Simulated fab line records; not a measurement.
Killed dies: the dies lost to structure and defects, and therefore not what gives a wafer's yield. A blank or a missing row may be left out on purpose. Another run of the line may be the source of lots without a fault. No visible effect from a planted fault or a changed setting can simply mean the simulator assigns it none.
fab line records	flow sky130
record: lots: 10	wafers: 30	lastDay: 50
route steps=708 shown FIELD_ISO@24 NWELL@79 SONOS_ONO@182 CAP2M@605 PAD_OPEN@708
lots that met no fault: taken from a fault-free run of the same line
startH: hours from the record's opening day to when the first of the lot's shown wafers began	waitH: time in hours since the lot's previous step	" as in the row above	L1.1+2: a single row standing in for several wafers	- no value, or no start given	* or withheld: withheld	< > ~ a bound
route shown NAME@n: NAME is a module with steps in the file, n the number in the route of the first one	usual: mean and standard deviation over wafers with no fault	same: alike in all rows	chamber/n: place in a boat	sites: readings site by site	_std_site: how widely they spread, as a standard deviation	_edge_site: the outer-site mean with the inner-site mean subtracted	radiusMm: how far each site lies from the wafer's centre	mask NAME#n: copy n	behind: tool/chamber where the wafer was last shaped	hold: cause of the lot's hold/its duration in hours/its outcome	device: transistor that didn't switch, given as n, p or np	end of line: at the end of the route, the tests of the same wafers	where a step has no rows: the recipe by itself	killed: dies lost to structure and defects at the first sort, not the wafer's yield	map: a wafer's dies, marking killed ones x, the rest . and places with no die _
set.NAME: setting as actually run; set.NAME@STEP: the setting as run at that earlier step	model.NAME: the simulator's own value behind a step, which no gauge read
steps of the route over a sample of lots; a table a step, a row a wafer
services: from which hour (startH, from the record's first day; less than 0 if before it) a tool's chamber was out of use, for how many hours, and why
== steps ==
step: SKY_FIELD_ISO_THK_MEAS_23
recipe: reads: SiO2_of_FIELD_ISO_OXIDATION_22
usual: FIELD_ISO_OXIDATION_01_THK: 9.92/0.18
lot.wafer	tool	chamber	startH	waitH	FIELD_ISO_OXIDATION_01_THK[nm]
L166.2	filmMetro-04	-	33.75	0.0	10.03
L166.3	"	-	"	"	10.32
L166.5	"	-	"	"	10.24
L170.2	filmMetro-04	-	57.64	0.0	9.75
L170.5	"	-	"	"	9.80
L170.6	"	-	"	"	9.68
L171.1	filmMetro-02	-	64.46	0.0	9.72
L171.2	"	-	"	"	9.79
L171.6	"	-	"	"	9.96
L172.1	filmMetro-02	-	69.89	0.0	9.81
L172.3	"	-	"	"	9.84
L172.4	"	-	"	"	9.95
L175.4	filmMetro-02	-	82.83	0.0	10.17
L175.5	"	-	"	"	9.93
L175.6	"	-	"	"	10.20
L177.2	filmMetro-01	-	90.90	0.0	10.01
L177.3	"	-	"	"	9.92
L177.5	"	-	"	"	10.03
L182.3	filmMetro-04	-	113.29	0.0	10.13
L182.4	"	-	"	"	10.12
L182.6	"	-	"	"	10.27
L185.2	filmMetro-02	-	131.40	0.0	9.95
L185.3	"	-	"	"	10.05
L185.6	"	-	"	"	9.87
L187.2	filmMetro-02	-	143.32	0.0	9.84
L187.4	"	-	"	"	9.75
L187.6	"	-	"	"	9.73
L189.1	filmMetro-02	-	151.68	0.0	9.76
L189.3	"	-	"	"	9.73
L189.5	"	-	"	"	9.85
step: SKY_NWELL_TW_MEAS_26
usual: NWELL_2_TW: 496/3.3
lot.wafer	tool	chamber	startH	waitH	NWELL_2_TW
L166.2	filmMetro-02	-	102.80	0.1	499
L166.3	"	-	"	"	497
L166.5	"	-	"	"	500
L170.2	filmMetro-01	-	136.20	0.1	494
L170.5	"	-	"	"	494
L170.6	"	-	"	"	493
L171.1	filmMetro-02	-	143.95	0.1	499
L171.2	"	-	"	"	500
L171.6	"	-	"	"	494
L172.1	filmMetro-03	-	147.55	0.1	491
L172.3	"	-	"	"	493
L172.4	"	-	"	"	492
L175.4	filmMetro-02	-	161.32	0.1	496
L175.5	"	-	"	"	498
L175.6	"	-	"	"	494
L177.2	filmMetro-03	-	168.41	0.1	496
L177.3	"	-	"	"	497
L177.5	"	-	"	"	496
L182.3	filmMetro-01	-	194.61	0.1	493
L182.4	"	-	"	"	493
L182.6	"	-	"	"	492
L185.2	filmMetro-01	-	217.32	0.1	493
L185.3	"	-	"	"	495
L185.6	"	-	"	"	498
L187.2	filmMetro-02	-	231.76	0.1	500
L187.4	"	-	"	"	500
L187.6	"	-	"	"	497
L189.1	filmMetro-02	-	240.69	0.1	501
L189.3	"	-	"	"	503
L189.5	"	-	"	"	498
step: SKY_SONOS_ONO_OVL_MEAS_14
usual: SONOS_ONO_OVL: 0.3/1.4
lot.wafer	tool	chamber	startH	waitH	SONOS_ONO_OVL[nm]
L166.2	overlay-02	-	271.55	0.1	-0.5
L166.3	"	-	"	"	-0.6
L166.5	"	-	"	"	-0.7
L170.2	overlay-01	-	331.89	0.1	2.2
L170.5	"	-	"	"	-0.3
L170.6	"	-	"	"	3.2
L171.1	overlay-02	-	334.24	0.1	0.2
L171.2	"	-	"	"	-0.5
L171.6	"	-	"	"	0.1
L172.1	overlay-01	-	334.47	0.1	-2.0
L172.3	"	-	"	"	0.1
L172.4	"	-	"	"	-0.1
L175.4	overlay-01	-	353.60	0.1	1.2
L175.5	"	-	"	"	-1.6
L175.6	"	-	"	"	-0.8
L177.2	overlay-01	-	369.45	0.1	2.2
L177.3	"	-	"	"	0.6
L177.5	"	-	"	"	0.3
L182.3	overlay-02	-	402.05	0.1	-1.0
L182.4	"	-	"	"	-2.1
L182.6	"	-	"	"	-1.6
L185.2	overlay-02	-	427.75	0.1	-0.3
L185.3	"	-	"	"	-1.1
L185.6	"	-	"	"	-0.8
L187.2	overlay-02	-	449.93	0.1	-1.1
L187.4	"	-	"	"	-0.1
L187.6	"	-	"	"	-1.0
L189.1	overlay-01	-	461.22	0.1	0.0
L189.3	"	-	"	"	0.2
L189.5	"	-	"	"	-0.8
step: SKY_CAP2M_SPUTTER_02
recipe: material: TiN	targetThkNm: 200	tempC: 300	powerW: 6500	timeS: 166.7	chamberPressurePa: 0.4
usual: throttleValvePct: 29.8/0.75
lot.wafer	tool	chamber	startH	waitH	throttleValvePct
L166.2	pvdSputter-04	-	920.42	0.0	29.3
L166.3	"	-	"	"	30.1
L166.5	"	-	"	"	29.9
L170.2	pvdSputter-02	-	971.08	0.0	31.5
L170.5	"	-	"	"	28.3
L170.6	"	-	"	"	31.7
L171.1	pvdSputter-04	-	971.85	0.1	29.3
L171.2	"	-	"	"	29.5
L171.6	"	-	"	"	29.8
L172.1	pvdSputter-02	-	978.01	0.1	29.2
L172.3	"	-	"	"	28.4
L172.4	"	-	"	"	29.9
L175.4	pvdSputter-02	-	995.78	0.0	28.5
L175.5	"	-	"	"	28.5
L175.6	"	-	"	"	29.4
L177.2	pvdSputter-02	-	1005.50	0.0	28.7
L177.3	"	-	"	"	31.4
L177.5	"	-	"	"	29.3
L182.3	pvdSputter-01	-	1025.85	0.0	30.2
L182.4	"	-	"	"	29.7
L182.6	"	-	"	"	29.7
L185.2	pvdSputter-04	-	1052.82	0.0	29.7
L185.3	"	-	"	"	29.8
L185.6	"	-	"	"	29.9
L187.2	pvdSputter-04	-	1069.59	0.0	29.6
L187.4	"	-	"	"	29.6
L187.6	"	-	"	"	29.4
L189.1	pvdSputter-01	-	1072.70	0.1	31.1
L189.3	"	-	"	"	29.6
L189.5	"	-	"	"	30.0
step: SKY_CAP2M_RS_MEAS_03
recipe: thkMeasGauge: four-point-probe	reads: TiN_of_CAP2M_SPUTTER_02
usual: CAP2M_TIN_RS: 6.92/0.09
lot.wafer	tool	chamber	startH	waitH	CAP2M_TIN_RS[ohm/sq]
L166.2	filmMetro-02	-	920.55	0.1	6.91
L166.3	"	-	"	"	6.91
L166.5	"	-	"	"	6.82
L170.2	filmMetro-02	-	971.21	0.1	6.89
L170.5	"	-	"	"	6.84
L170.6	"	-	"	"	6.96
L171.1	filmMetro-03	-	971.96	0.1	6.79
L171.2	"	-	"	"	6.85
L171.6	"	-	"	"	6.93
L172.1	filmMetro-03	-	978.12	0.1	6.96
L172.3	"	-	"	"	6.92
L172.4	"	-	"	"	6.94
L175.4	filmMetro-02	-	995.95	0.1	4.93
L175.5	"	-	"	"	6.93
L175.6	"	-	"	"	6.93
L177.2	filmMetro-04	-	1005.63	0.1	4.95
L177.3	"	-	"	"	7.08
L177.5	"	-	"	"	7.02
L182.3	filmMetro-03	-	1026.00	0.1	6.85
L182.4	"	-	"	"	7.02
L182.6	"	-	"	"	7.03
L185.2	filmMetro-03	-	1052.95	0.1	6.86
L185.3	"	-	"	"	6.90
L185.6	"	-	"	"	7.01
L187.2	filmMetro-03	-	1069.72	0.1	6.98
L187.4	"	-	"	"	6.95
L187.6	"	-	"	"	7.03
L189.1	filmMetro-04	-	1072.81	0.1	6.99
L189.3	"	-	"	"	7.08
L189.5	"	-	"	"	7.07
step: SKY_CAP2M_THK_MEAS_04
recipe: thkMeasGauge: xrf	reads: TiN_of_CAP2M_SPUTTER_02
usual: CAP2M_TIN_THK: 203/3
lot.wafer	tool	chamber	startH	waitH	CAP2M_TIN_THK[nm]
L166.2	filmMetro-02	-	920.66	0.1	202
L166.3	"	-	"	"	203
L166.5	"	-	"	"	204
L170.2	filmMetro-02	-	971.32	0.1	203
L170.5	"	-	"	"	205
L170.6	"	-	"	"	201
L171.1	filmMetro-03	-	972.08	0.1	207
L171.2	"	-	"	"	204
L171.6	"	-	"	"	203
L172.1	filmMetro-03	-	978.24	0.1	202
L172.3	"	-	"	"	203
L172.4	"	-	"	"	203
L175.4	filmMetro-02	-	996.04	0.1	282
L175.5	"	-	"	"	201
L175.6	"	-	"	"	201
L177.2	filmMetro-04	-	1005.74	0.1	285
L177.3	"	-	"	"	200
L177.5	"	-	"	"	202
L182.3	filmMetro-03	-	1026.10	0.1	204
L182.4	"	-	"	"	199
L182.6	"	-	"	"	200
L185.2	filmMetro-03	-	1053.06	0.1	204
L185.3	"	-	"	"	203
L185.6	"	-	"	"	200
L187.2	filmMetro-03	-	1069.83	0.1	201
L187.4	"	-	"	"	201
L187.6	"	-	"	"	199
L189.1	filmMetro-04	-	1072.93	0.1	205
L189.3	"	-	"	"	202
L189.5	"	-	"	"	203
step: SKY_CAP2M_METAL_ETCH_13
recipe: targetDepthNm: 220	stopOn: SiO2	chemistry: Cl2/BCl3	target: TiN	pressureMtorr: 10	icpW: 900	biasW: 48.5	Cl2_flow_sccm: 60	bcl3FlowSccm: 30	timeS: 62.9
usual: drypumpMotorCurrentA: 6.0/0.37	oesProductAu: 0.940/0.0085	throttleValvePct: 21.903/0.01
lot.wafer	tool	chamber	startH	waitH	drypumpMotorCurrentA	oesProductAu	rfHoursCounterH	throttleValvePct
L166.2	rieMetal-04	1	943.75	0.0	6.4	0.938	7	21.922
L166.3	"	0	"	"	6.3	0.947	-	21.898
L166.5	"	1	"	"	6.4	0.953	-	21.898
L170.2	rieMetal-02	1	995.71	0.0	5.6	0.941	22	21.892
L170.5	"	0	"	"	5.7	0.946	-	21.898
L170.6	"	1	"	"	5.6	0.946	-	21.906
L171.1	rieMetal-04	0	996.45	0.0	6.3	0.951	16	21.913
L171.2	"	1	"	"	6.4	0.951	10	21.899
L171.6	"	0	"	"	6.3	0.940	-	21.893
L172.1	rieMetal-04	0	1001.61	0.0	6.4	0.945	16	21.916
L172.3	"	0	"	"	6.4	0.933	-	21.889
L172.4	"	1	"	"	6.4	0.938	-	21.907
L175.4	rieMetal-04	1	1018.84	0.0	6.4	0.999	-	21.878
L175.5	"	1	"	"	6.4	0.935	-	21.907
L175.6	"	0	"	"	6.3	0.936	-	21.904
L177.2	rieMetal-02	0	1027.79	0.0	5.7	1.012	-	21.858
L177.3	"	0	"	"	5.7	0.926	-	21.916
L177.5	"	0	"	"	5.7	0.924	-	21.920
L182.3	rieMetal-04	0	1047.65	0.1	6.3	0.947	-	21.903
L182.4	"	0	"	"	6.3	0.930	-	21.914
L182.6	"	0	"	"	6.3	0.933	-	21.913
L185.2	rieMetal-02	0	1073.46	0.0	5.7	0.947	14	21.907
L185.3	"	0	"	"	5.7	0.943	-	21.901
L185.6	"	0	"	"	5.7	0.935	-	21.904
L187.2	rieMetal-02	0	1089.56	0.0	5.7	0.927	15	21.910
L187.4	"	0	"	"	5.7	0.935	-	21.901
L187.6	"	0	"	"	5.7	0.933	-	21.905
L189.1	rieMetal-02	0	1093.06	0.0	5.7	0.936	15	21.902
L189.3	"	1	"	"	5.6	0.926	-	21.911
L189.5	"	1	"	"	5.6	0.933	-	21.919
step: SKY_PAD_OPEN_PROBE_99
usual: defectLimitedYield: 82.2/1.8	killed_at_M0_to_M3: 42/6.1	killed_at_M4_up: 3.3/1.7	killedAtContacts: 25/5.4	killedAtFrontEnd: 16/4.6	killedAtOther: 0.4/0.55	killedDies: 87/8.8	killedOnRim: 18/3.6	killedOpen: 47/7.1	killedShort: 40/5.8	sort_bin_3_pad_short: 0.9/0.45	sort_bin_5_function: 10.7/1.4	sort_bin_6_memory: 6.2/1.2	sortNPass: 405/8.8	sortYieldPct: 82.2/1.8
same: grossDies: 492	killedAtBackSide: 0	sort_bin_4_leakage[%]: 0	sort_bin_8_speed[%]: 0
lot.wafer	tool	chamber	startH	waitH	defectLimitedYield[%]	killed_at_M0_to_M3	killed_at_M4_up	killedAtContacts	killedAtFrontEnd	killedAtOther	killedDies	killedOnRim	killedOpen	killedShort	sort_bin_3_pad_short[%]	sort_bin_5_function[%]	sort_bin_6_memory[%]	sortNPass	sortYieldPct[%]
L166.2	prober-02	-	1067.29	0.1	80.9	48	3	23	20	0	94	22	52	42	2.0	11.0	6.1	398	80.9
L166.3	prober-02	-	1067.34	0.2	86.2	27	4	25	11	1	68	21	29	39	0.2	9.6	4.1	424	86.2
L166.5	prober-02	-	1067.44	0.2	82.5	41	6	20	18	1	86	16	48	38	0.8	10.4	6.3	406	82.5
L170.2	prober-02	-	1110.67	0.1	81.1	46	4	22	20	1	93	17	51	42	0.8	11.2	6.9	399	81.1
L170.5	prober-02	-	1110.82	0.2	83.7	42	2	20	16	0	80	13	41	39	0.6	11.2	4.5	412	83.7
L170.6	prober-02	-	1110.87	0.2	80.1	53	2	19	23	1	98	22	52	46	0.6	10.4	8.9	394	80.1
L171.1	prober-02	-	1112.18	0.1	79.7	47	4	30	19	0	100	20	49	51	0.6	12.8	6.9	392	79.7
L171.2	prober-02	-	1112.23	0.1	82.9	44	2	27	11	0	84	19	50	33	1.2	10.8	5.1	408	82.9
L171.6	prober-02	-	1112.43	0.2	83.7	32	3	27	17	1	80	12	39	41	0.4	10.8	5.1	412	83.7
L172.1	prober-02	-	1115.89	0.1	83.3	36	5	26	14	1	82	15	37	45	0.2	11.4	5.1	410	83.3
L172.3	prober-02	-	1115.99	0.2	79.1	47	2	36	18	0	103	16	51	52	0.6	13.0	7.3	389	79.1
L172.4	prober-02	-	1116.04	0.2	82.1	41	7	24	15	1	88	20	49	37	1.2	11.6	5.1	404	82.1
L175.4	prober-02	-	1130.02	0.2	0	39	1	32	18	402	492	96	52	37	81.9	12.6	5.5	0	0
L175.5	prober-02	-	1130.07	0.2	82.7	38	3	29	15	0	85	15	48	35	0.8	10.8	5.7	407	82.7
L175.6	prober-02	-	1130.12	0.2	81.5	41	6	24	20	0	91	20	51	38	0.6	10.6	7.3	401	81.5
L177.2	prober-02	-	1138.60	0.1	0	41	2	33	10	406	492	96	51	35	82.5	11.0	6.5	0	0
L177.3	prober-02	-	1138.65	0.2	81.3	43	4	26	19	0	92	15	48	44	0.2	12.2	6.3	400	81.3
L177.5	prober-02	-	1138.75	0.2	82.7	41	6	24	13	1	85	18	47	38	1.2	8.5	7.5	407	82.7
L182.3	prober-01	-	1156.51	0.2	84.3	35	3	24	14	1	77	16	37	39	0.8	8.7	6.1	415	84.3
L182.4	prober-01	-	1156.56	0.2	82.3	46	2	28	11	0	87	19	55	32	1.0	11.6	5.1	405	82.3
L182.6	prober-01	-	1156.66	0.2	81.9	42	0	23	24	0	89	12	53	35	0.6	10.8	6.7	403	81.9
L185.2	prober-01	-	1176.10	0.1	80.5	47	4	28	17	0	96	21	57	39	1.0	12.0	6.5	396	80.5
L185.3	prober-01	-	1176.15	0.2	83.1	42	4	21	16	0	83	15	52	31	1.2	9.8	5.9	409	83.1
L185.6	prober-01	-	1176.30	0.2	79.5	62	3	18	18	0	101	18	55	44	1.4	12.2	6.9	391	79.5
L187.2	prober-01	-	1188.50	0.1	82.5	44	5	28	9	0	86	15	56	30	0.2	12.2	5.1	406	82.5
L187.4	prober-01	-	1188.60	0.2	82.9	41	4	17	22	0	84	16	44	40	0.4	10.6	6.1	408	82.9
L187.6	prober-01	-	1188.70	0.2	80.3	43	4	29	20	1	97	26	44	53	0.8	11.2	7.7	395	80.3
L189.1	prober-01	-	1191.45	0.1	85.8	30	4	21	14	1	70	14	30	40	0.8	8.7	4.7	422	85.8
L189.3	prober-01	-	1191.55	0.2	82.9	33	2	31	18	0	84	21	47	37	0	7.9	9.1	408	82.9
L189.5	prober-01	-	1191.65	0.2	85.6	40	2	17	12	0	71	14	40	30	0.2	9.6	4.7	421	85.6
killed by level:class
L166.2 FIELD_ISO:geometricParticle:open=10 VIA1:geometricParticle:open=8 VIA2:geometricParticle:open=8 CONTACT:geometricParticle:open=7 METAL1:geometricParticle:short=7 VIA1:geometricParticle:short=7 VIA3:geometricParticle:open=7 FIELD_ISO:geometricParticle:short=6
L166.3 CONTACT:geometricParticle:open=8 METAL2:geometricParticle:short=6 FIELD_ISO:geometricParticle:open=5 LOCAL_INTERCONNECT:geometricParticle:short=5 FIELD_ISO:geometricParticle:short=4 LI_CONTACT:geometricParticle:short=4 LI_CONTACT:geometricParticle:open=4 CONTACT:geometricParticle:short=4
L166.5 VIA1:geometricParticle:open=12 CONTACT:geometricParticle:open=10 FIELD_ISO:geometricParticle:open=7 METAL1:geometricParticle:open=5 METAL1:geometricParticle:short=4 FIELD_ISO:geometricParticle:short=4 LI_CONTACT:geometricParticle:short=4 METAL4:geometricParticle:short=4
L170.2 VIA1:geometricParticle:open=8 LI_CONTACT:geometricParticle:open=8 CONTACT:geometricParticle:open=7 VIA3:geometricParticle:open=6 POLY_GATE:geometricParticle:short=5 LI_CONTACT:geometricParticle:short=5 METAL1:geometricParticle:short=5 METAL2:geometricParticle:short=5
L170.5 CONTACT:geometricParticle:open=6 VIA1:geometricParticle:open=6 METAL2:geometricParticle:short=6 VIA2:geometricParticle:open=6 LI_CONTACT:geometricParticle:open=5 METAL1:geometricParticle:short=5 VIA1:geometricParticle:short=5 FIELD_ISO:geometricParticle:open=4
L170.6 VIA1:geometricParticle:open=11 POLY_GATE:geometricParticle:short=10 METAL2:geometricParticle:short=7 LI_CONTACT:geometricParticle:open=7 CONTACT:geometricParticle:open=7 VIA3:geometricParticle:open=7 VIA2:geometricParticle:open=7 VIA1:geometricParticle:short=6
L171.1 VIA1:geometricParticle:short=10 LI_CONTACT:geometricParticle:open=9 VIA1:geometricParticle:open=9 CONTACT:geometricParticle:short=6 LOCAL_INTERCONNECT:geometricParticle:short=5 VIA2:geometricParticle:open=5 FIELD_ISO:geometricParticle:short=4 POLY_GATE:geometricParticle:open=4
L171.2 VIA1:geometricParticle:open=19 LI_CONTACT:geometricParticle:open=7 CONTACT:geometricParticle:short=7 CONTACT:geometricParticle:open=5 METAL3:geometricParticle:short=5 METAL1:geometricParticle:short=4 VIA2:geometricParticle:open=4 FIELD_ISO:geometricParticle:open=3
L171.6 VIA1:geometricParticle:open=9 LOCAL_INTERCONNECT:geometricParticle:short=7 CONTACT:geometricParticle:open=7 FIELD_ISO:geometricParticle:open=6 FIELD_ISO:geometricParticle:short=5 LI_CONTACT:geometricParticle:short=5 CONTACT:geometricParticle:short=5 VIA2:geometricParticle:open=5
L172.1 CONTACT:geometricParticle:open=9 CONTACT:geometricParticle:short=6 VIA1:geometricParticle:short=6 POLY_GATE:geometricParticle:short=5 LI_CONTACT:geometricParticle:open=5 METAL2:geometricParticle:short=5 VIA2:geometricParticle:open=5 FIELD_ISO:geometricParticle:short=4
L172.3 LOCAL_INTERCONNECT:geometricParticle:short=13 VIA1:geometricParticle:open=9 LI_CONTACT:geometricParticle:open=8 VIA3:geometricParticle:open=7 CONTACT:geometricParticle:open=7 VIA2:geometricParticle:open=6 METAL1:geometricParticle:short=5 METAL3:geometricParticle:short=5
L172.4 CONTACT:geometricParticle:open=11 VIA3:geometricParticle:open=9 VIA2:geometricParticle:open=7 VIA1:geometricParticle:short=6 VIA1:geometricParticle:open=6 METAL4:geometricParticle:short=6 FIELD_ISO:geometricParticle:short=4 POLY_GATE:geometricParticle:open=4
L175.4 CAP2M:areaEtch=401 CONTACT:geometricParticle:open=12 VIA1:geometricParticle:open=10 VIA3:geometricParticle:open=9 LI_CONTACT:geometricParticle:open=6 CONTACT:geometricParticle:short=6 METAL1:geometricParticle:short=6 POLY_GATE:geometricParticle:open=5
L175.5 CONTACT:geometricParticle:open=11 LI_CONTACT:geometricParticle:open=9 VIA2:geometricParticle:open=7 LI_CONTACT:geometricParticle:short=6 VIA1:geometricParticle:open=5 VIA1:geometricParticle:short=4 METAL2:geometricParticle:short=4 VIA2:geometricParticle:short=4
L175.6 VIA1:geometricParticle:open=8 LI_CONTACT:geometricParticle:open=8 CONTACT:geometricParticle:open=6 VIA3:geometricParticle:open=6 VIA2:geometricParticle:open=5 SPACER:geometricParticle:open=4 CONTACT:geometricParticle:short=4 METAL2:geometricParticle:short=4
L177.2 CAP2M:areaEtch=405 LI_CONTACT:geometricParticle:open=16 METAL1:geometricParticle:short=10 VIA2:geometricParticle:open=8 CONTACT:geometricParticle:open=7 VIA3:geometricParticle:open=6 VIA1:geometricParticle:open=5 METAL2:geometricParticle:short=5
L177.3 VIA1:geometricParticle:open=10 METAL1:geometricParticle:short=9 CONTACT:geometricParticle:open=8 FIELD_ISO:geometricParticle:open=7 VIA2:geometricParticle:open=6 CONTACT:geometricParticle:short=6 LI_CONTACT:geometricParticle:open=5 METAL2:geometricParticle:short=5
L177.5 CONTACT:geometricParticle:open=10 VIA1:geometricParticle:open=9 METAL2:geometricParticle:short=7 LI_CONTACT:geometricParticle:open=6 VIA3:geometricParticle:short=6 POLY_GATE:geometricParticle:open=5 METAL1:geometricParticle:short=5 FIELD_ISO:geometricParticle:short=4
L182.3 CONTACT:geometricParticle:short=7 CONTACT:geometricParticle:open=7 LI_CONTACT:geometricParticle:open=6 VIA1:geometricParticle:short=6 METAL2:geometricParticle:short=6 VIA2:geometricParticle:open=6 METAL1:geometricParticle:short=5 VIA1:geometricParticle:open=5
L182.4 VIA1:geometricParticle:open=12 CONTACT:geometricParticle:open=10 LI_CONTACT:geometricParticle:open=8 FIELD_ISO:geometricParticle:open=6 VIA2:geometricParticle:open=6 LOCAL_INTERCONNECT:geometricParticle:short=4 VIA1:geometricParticle:short=4 METAL1:geometricParticle:short=4
L182.6 CONTACT:geometricParticle:open=9 METAL1:geometricParticle:short=9 VIA2:geometricParticle:open=9 FIELD_ISO:geometricParticle:open=6 VIA1:geometricParticle:open=6 FIELD_ISO:geometricParticle:short=5 VIA3:geometricParticle:open=5 POLY_GATE:geometricParticle:open=4
L185.2 VIA1:geometricParticle:open=15 VIA1:geometricParticle:short=11 LI_CONTACT:geometricParticle:open=10 CONTACT:geometricParticle:open=9 VIA2:geometricParticle:open=9 CONTACT:geometricParticle:short=6 FIELD_ISO:geometricParticle:open=4 FIELD_ISO:geometricParticle:short=3
L185.3 VIA1:geometricParticle:open=11 FIELD_ISO:geometricParticle:open=9 CONTACT:geometricParticle:open=7 VIA2:geometricParticle:open=7 METAL1:geometricParticle:short=6 VIA3:geometricParticle:open=6 LOCAL_INTERCONNECT:geometricParticle:short=5 METAL2:geometricParticle:short=4
L185.6 VIA1:geometricParticle:open=14 CONTACT:geometricParticle:open=11 VIA2:geometricParticle:open=9 VIA3:geometricParticle:open=8 METAL1:geometricParticle:short=7 FIELD_ISO:geometricParticle:open=5 VIA1:geometricParticle:short=5 METAL2:geometricParticle:short=5
L187.2 CONTACT:geometricParticle:open=18 VIA1:geometricParticle:open=16 METAL2:geometricParticle:short=9 VIA2:geometricParticle:open=8 METAL4:geometricParticle:short=5 POLY_GATE:geometricParticle:open=4 CONTACT:geometricParticle:short=4 LI_CONTACT:geometricParticle:open=3
L187.4 VIA1:geometricParticle:open=11 FIELD_ISO:geometricParticle:short=7 VIA2:geometricParticle:open=7 LI_CONTACT:geometricParticle:open=5 LOCAL_INTERCONNECT:geometricParticle:short=5 POLY_GATE:geometricParticle:short=4 CONTACT:geometricParticle:open=4 VIA1:geometricParticle:short=4
L187.6 POLY_GATE:geometricParticle:short=10 LI_CONTACT:geometricParticle:open=9 VIA1:geometricParticle:open=8 CONTACT:geometricParticle:open=8 LOCAL_INTERCONNECT:geometricParticle:short=6 VIA3:geometricParticle:open=6 VIA2:geometricParticle:open=5 CONTACT:geometricParticle:short=5
L189.1 METAL1:geometricParticle:short=6 CONTACT:geometricParticle:open=6 FIELD_ISO:geometricParticle:short=5 VIA3:geometricParticle:open=5 POLY_GATE:geometricParticle:short=4 LI_CONTACT:geometricParticle:short=4 LOCAL_INTERCONNECT:geometricParticle:short=4 VIA1:geometricParticle:open=4
L189.3 CONTACT:geometricParticle:open=11 LI_CONTACT:geometricParticle:open=10 FIELD_ISO:geometricParticle:open=9 METAL1:geometricParticle:short=7 VIA1:geometricParticle:open=5 VIA3:geometricParticle:open=5 CONTACT:geometricParticle:short=5 FIELD_ISO:geometricParticle:short=4
L189.5 VIA1:geometricParticle:open=9 CONTACT:geometricParticle:open=7 VIA2:geometricParticle:open=6 LI_CONTACT:geometricParticle:open=5 METAL2:geometricParticle:short=5 VIA3:geometricParticle:open=5 VIA1:geometricParticle:short=4 POLY_GATE:geometricParticle:short=4
== services ==
tool	chamber	startH	hours	kind
rieMetal-02	-	918.45	2.8	pm
rieMetal-04	-	933.27	1.9	repair
pvdSputter-02	-	937.08	8.5	repair
rieMetal-04	0	946.58	3.6	repair
pvdSputter-02	-	971.56	2.9	repair
rieMetal-02	1	1020.05	-	clean
rieMetal-02	1	1020.05	20.5	scheduledDown
rieMetal-02	1	1020.05	20.5	ventCycle
rieMetal-04	1	1023.15	48.3	repair
rieMetal-02	-	1053.66	0.8	repair
pvdSputter-01	-	1054.43	6.4	repair
rieMetal-04	0	1076.02	-	clean
rieMetal-04	0	1076.02	23.5	scheduledDown
rieMetal-04	0	1076.02	23.5	ventCycle
pvdSputter-04	-	1081.75	3.7	repair
pvdSputter-02	-	1087.59	7.1	repair
== key ==
firstSign: step: SKY_CAP2M_RS_MEAS_03	reading: CAP2M_TIN_RS	direction: down	sigmas: 22	usual: 6.92	struck: 4.94
effect: step: SKY_CAP2M_THK_MEAS_04	reading: CAP2M_TIN_THK	direction: up	sigmas: 26	usual: 203	struck: 283
effect: step: SKY_CAP2M_METAL_ETCH_13	reading: oesProductAu	direction: up	sigmas: 7.6	usual: 0.940	struck: 1.005
effect: step: SKY_PAD_OPEN_PROBE_99	reading: killedAtOther	direction: up	sigmas: 99+	usual: 0.4	struck: 404
moreKillsBornAt: SKY_CAP2M_METAL_ETCH_13@rieMetal-02: 405	SKY_CAP2M_METAL_ETCH_13@rieMetal-04: 401
metAt SKY_CAP2M_SPUTTER_02
struckLots L175,L177
struckWafers L175.4,L177.2
laterRowsLeftOut L175.4,L177.2
notActingAt SKY_FIELD_ISO_THK_MEAS_23,SKY_NWELL_TW_MEAS_26,SKY_SONOS_ONO_OVL_MEAS_14
onsetBetween 978.01 995.78
fault: kind: processParameterDrift	tool: pvdSputter-02	chamber: -	onsetH: 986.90	steps: SKY_CAP2M_SPUTTER_02	channel: targetThkNm	offset: 79.073	shape: step	endH: 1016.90	scope: struckWafersOnly	actsIn: theseRecipesOnly	stated: 200
laterRowsLeftOut: the simulator's readings of these wafers behind a module that went badly wrong aren't trusted and aren't shown, but for the sort
